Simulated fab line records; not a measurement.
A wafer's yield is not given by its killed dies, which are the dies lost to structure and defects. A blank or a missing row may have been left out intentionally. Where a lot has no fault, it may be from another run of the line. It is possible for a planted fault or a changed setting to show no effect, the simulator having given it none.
A lot that was struck, set against a sound lot -- flow gf180mcu -- 14 steps out of a route of 602
Sound: wafers L541.3, L541.5, L541.6. Struck: wafer L550.6 (left out: L550.1, L550.2 of the same lot, which were not struck); the cause appears at the end.
Each step with rows lists, per side, the tool, then ch with its chambers, then its first start. Under that, the readings that differ: sound wafers -- struck wafers -- difference of the means -- sigmas: that difference in standard deviations of wafers without a fault.
alike: readings with means less than 2 such deviations apart, plus words and numbers identical on both sides. not compared: withheld readings, readings lacking a value on some wafer, bounds such as >300 that could conceal the same value, and numbers that have no deviation in the record and whose values overlap.
The two part at a step that has a row with sigmas, a row that says differs or no value, or rows on one side only. When numbers do not overlap yet have no deviation, they are printed without sigmas and do not part them. A reading that every wafer of one side lacks parts them only if that side has two wafers or more.

first, 1 step without rows for these wafers: GF_V2_ETCH_16 (etches BARC in N2/H2).
GF_V2_ETCH_17: etches SiO2 in C4F8/O2/Ar, stops on TiN, target depth 630 nm.
  sound on rie_diel-01 ch 0,3; struck on rie_diel-03 ch 2
  alike: chamber_pressure_mTorr, oes_product_au, rf_fwd_power_W
then, 3 steps without rows for these wafers: GF_V2_STRIP_18 (strips in O2/N2); GF_V2_STRIP_19 (strips in post etch residue remover, time 1200 s); GF_V2_CLEAN_20 (cleans in DIW).
GF_V2_SPUTTER_21: material Ti, target thk 15 nm, time 80.02 s.
  sound on pvd_sputter-03 at day 21 13:58; struck on pvd_sputter-01 at day 24 09:31
  alike: throttle_valve_pct
then, 1 step without rows for these wafers: GF_V2_SPUTTER_22 (material TiN, target thk 10 nm, time 40 s).
GF_V2_CVD_23: deposits W, target thk 350 nm, time 104.94 s.
  sound on cvd_w-02 ch 0,1, day 21 14:07; struck on cvd_w-01 ch 0, day 24 09:40
reading,sound,struck,difference,sigmas
heater_power_w (W),1021 805 1020,717,-232,-2
GF_V2_RS_MEAS_24: a four-point-probe measurement.
  sound on film_metro-04 at day 21 14:14; struck on film_metro-01 at day 24 09:47
  alike: V2_W_RS
GF_V2_THK_MEAS_25: measures by xrf.
  sound on film_metro-04 at day 21 14:20; struck on film_metro-01 at day 24 09:54
  alike: V2_W_THK
then, 1 step without rows for these wafers: GF_V2_CMP_26 (polishes, stops on SiO2, t overpolish 15 s, target thk 0 nm).
GF_M3_SPUTTER_00: material Ti, target thk 37.5 nm, time 150 s.
  sound on pvd_sputter-01 at day 21 14:40; struck on pvd_sputter-01 at day 24 10:16
reading,sound,struck,difference,sigmas
throttle_valve_pct (%),30.7 30.6 30.2,28.5,-2.0,-2
GF_M3_SPUTTER_01: material TiN, target thk 30 nm, time 25 s.
  sound on pvd_sputter-01 at day 21 14:46; struck on pvd_sputter-01 at day 24 10:22
reading,sound,struck,difference,sigmas
throttle_valve_pct (%),30.6 30.8 30.3,28.6,-2.0,-2
model.TiN_of_M3_SPUTTER_01.thk_nm (nm),29.81 29.81 29.84,14.26,-15.56,
GF_M3_SPUTTER_02: material AlCu, target thk 450 nm, time 23.9 s.
  sound on pvd_sputter-01 at day 21 14:48; struck on pvd_sputter-01 at day 24 10:23
  alike: throttle_valve_pct

WHERE THEY PART
Earliest at GF_V2_CVD_23; latest, in this record, at GF_M3_SPUTTER_01. Later steps at which nothing parts them and some readings are alike: GF_M3_SPUTTER_02.

WHY: what had been put in by the simulator
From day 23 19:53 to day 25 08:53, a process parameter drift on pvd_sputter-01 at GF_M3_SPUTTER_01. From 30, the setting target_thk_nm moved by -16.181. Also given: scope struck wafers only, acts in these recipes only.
